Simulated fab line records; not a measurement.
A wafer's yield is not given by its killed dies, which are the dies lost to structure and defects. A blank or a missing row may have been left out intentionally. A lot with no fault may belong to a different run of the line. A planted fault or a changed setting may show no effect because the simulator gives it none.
The same fault as seen by 2 desks    flow sky130    every desk sees just its own numbers, and what lay behind them comes last

## THE METROLOGY DESK
What the gauges read, lot by lot, whatever tool the lot ran on: means of the sampled wafers that have a number. If a lot's mean is further than 4 standard deviations from the usual mean, the lot is out of limits and carries the mark OUT (the distance appears in the brackets).
Columns: A = VIA4_W_RS at SKY_VIA4_RS_MEAS_19, usual 0.2285 ohm/sq; B = VIA4_W_THK at SKY_VIA4_THK_MEAS_20, usual 508 nm
lot   first seen here  A       B
L182  day 42 10:29     0.2295  506
L183  day 42 21:30     0.2299  503
L185  day 43 18:40     0.2284  509
L186  day 44 00:12     0.2280  509
L190  day 45 00:05     0.2272  507
L191  day 45 10:28     0.2283  504
L192  day 45 14:07     0.2297  500
L197  day 47 01:20     0.2305  506
L198  day 47 03:53     0.2316  506
L199  day 47 05:38     0.2273  515
L203  day 48 05:37     0.2267  513
L204  day 48 12:28     0.2241  520
Result from this desk: across the 12 lots, nothing is out of limits.

## AT THE TOOL OWNER'S DESK: cmp-02
The tool's own readings at SKY_VIA4_CMP_21 (polishes, stops on SiO2, t overpolish 25 s, target thk 0 nm): means of the sampled wafers that have a number, for each lot that ran on this tool. If a lot's mean is further than 4 standard deviations from the usual mean, the lot is out of limits and carries the mark OUT (the distance appears in the brackets).
Columns: A = motorCurrentA at SKY_VIA4_CMP_21, usual 11.6 A; B = overpolishRunS at SKY_VIA4_CMP_21, usual 24.999 s; C = timeToEndpointS at SKY_VIA4_CMP_21, usual 119 s
lot   first seen here  A     B                        C
L182  day 42 10:39     11.2  25.000                   122
L183  day 42 21:40     10.8  25.001                   125
L185  day 43 18:50     11.4  24.994                   120
L192  day 45 14:22     11.5  24.991                   126
L197  day 47 01:35     11.4  0.035 (-99 or more) OUT  188 (+12) OUT
L198  day 47 04:32     11.3  0.040 (-99 or more) OUT  187 (+12) OUT
Finding of this desk: L197, L198 out of limits; the first was L197 at day 47 01:35, on overpolishRunS at SKY_VIA4_CMP_21. L182, L183, L185, L192: within limits.

## PUT TOGETHER
On L197, L198, at day 47 01:35, an alarm was possible from the tool owner's desk.
Metrology desk: nothing out of limits seen.
The metrology desk has L197, L198 on record, within its limits.
Of the lots named, all ran SKY_VIA4_CMP_21 on cmp-02.

## WHAT THE SIMULATOR HAD PUT IN
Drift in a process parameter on cmp-02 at SKY_VIA4_CMP_21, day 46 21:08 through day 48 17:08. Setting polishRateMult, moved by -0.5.
Lots struck among those shown: L197, L198.
Hours from the fault's start to each desk's first reading out of limits: the tool owner's desk, 4.
